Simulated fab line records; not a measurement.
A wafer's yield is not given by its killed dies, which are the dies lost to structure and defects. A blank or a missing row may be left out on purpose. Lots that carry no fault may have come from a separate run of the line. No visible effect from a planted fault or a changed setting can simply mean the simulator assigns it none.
A single fault, viewed from 2 desks	flow sfq-line	numbers are kept per desk, each desk with only its own; the story behind them comes last

## TOOL OWNER'S DESK, pecvd-01
The tool's own readings at SFQ_TRILAYER_I2_DEP_PECVD_063 (deposits SiO2 from SiH4/N2O, time 111.11 s, target thk 500 nm): means of the sampled wafers that have a number, for each lot that ran on this tool. If a lot's mean is further than 4 standard deviations from the usual mean, the lot is out of limits and carries the mark OUT (the distance appears in the brackets).
Columns: A = heater-power-outer-w at SFQ_TRILAYER_I2_DEP_PECVD_063, usual 25 W; B = heater-power-w at SFQ_TRILAYER_I2_DEP_PECVD_063, usual 75 W; C = run-length-s at SFQ_TRILAYER_I2_DEP_PECVD_063, usual 139.0 s; D = throttle-valve-pct at SFQ_TRILAYER_I2_DEP_PECVD_063, usual 25.1 %
lot	first seen here	A	B	C	D
L557	day 20 13:03	28	86	138.9	24.8
L567	day 24 20:19	29	85	134.0 (-15) OUT	24.6
L568	day 25 03:31	22	76	134.1 (-14) OUT	26.6
L577	day 28 04:20	25	79	138.8	25.5
L579	day 28 16:32	20	74	138.9	26.3
This desk's verdict: out of limits on L567, L568, starting with L567 at day 24 20:19 (run-length-s at SFQ_TRILAYER_I2_DEP_PECVD_063). L557, L577, L579: within limits.

## FROM THE METROLOGY DESK
What the gauges read, lot by lot, whatever tool the lot ran on: means of the sampled wafers that have a number. If a lot's mean is further than 4 standard deviations from the usual mean, the lot is out of limits and carries the mark OUT (the distance appears in the brackets).
Columns: A = I2_BOW at SFQ_I2_BOW_MEAS_917, usual 4 um
lot	first seen here	A
L557	day 20 16:07	18
L558	day 20 20:58	5
L560	day 21 22:13	4
L561	day 22 23:34	9
L567	day 25 13:41	-1
L568	day 25 20:30	9
L572	day 27 08:32	-6
L574	day 28 05:30	-5
L575	day 28 17:05	-0
L576	day 29 08:07	0
L577	day 29 14:05	1
L578	day 29 20:05	1
L579	day 29 23:32	4
L580	day 30 08:32	-1
This desk's verdict: no lot among the 14 shows anything out of limits.

## PUT TOGETHER
At day 24 20:19, on L567, L568, the tool owner's desk was in a position to raise an alarm.
The metrology desk saw nothing out of limits.
The metrology desk holds a record of L567, L568, inside its limits.
Every lot named ran SFQ_TRILAYER_I2_DEP_PECVD_063 on pecvd-01.

## WHAT THE SIMULATOR PUT IN
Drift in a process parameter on pecvd-01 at SFQ_TRILAYER_I2_DEP_PECVD_063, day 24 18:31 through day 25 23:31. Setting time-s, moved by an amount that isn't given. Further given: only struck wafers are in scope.
Lots struck among those shown: L567, L568.
Hours from the fault's start to each desk's first reading out of limits: the tool owner's desk, 2.
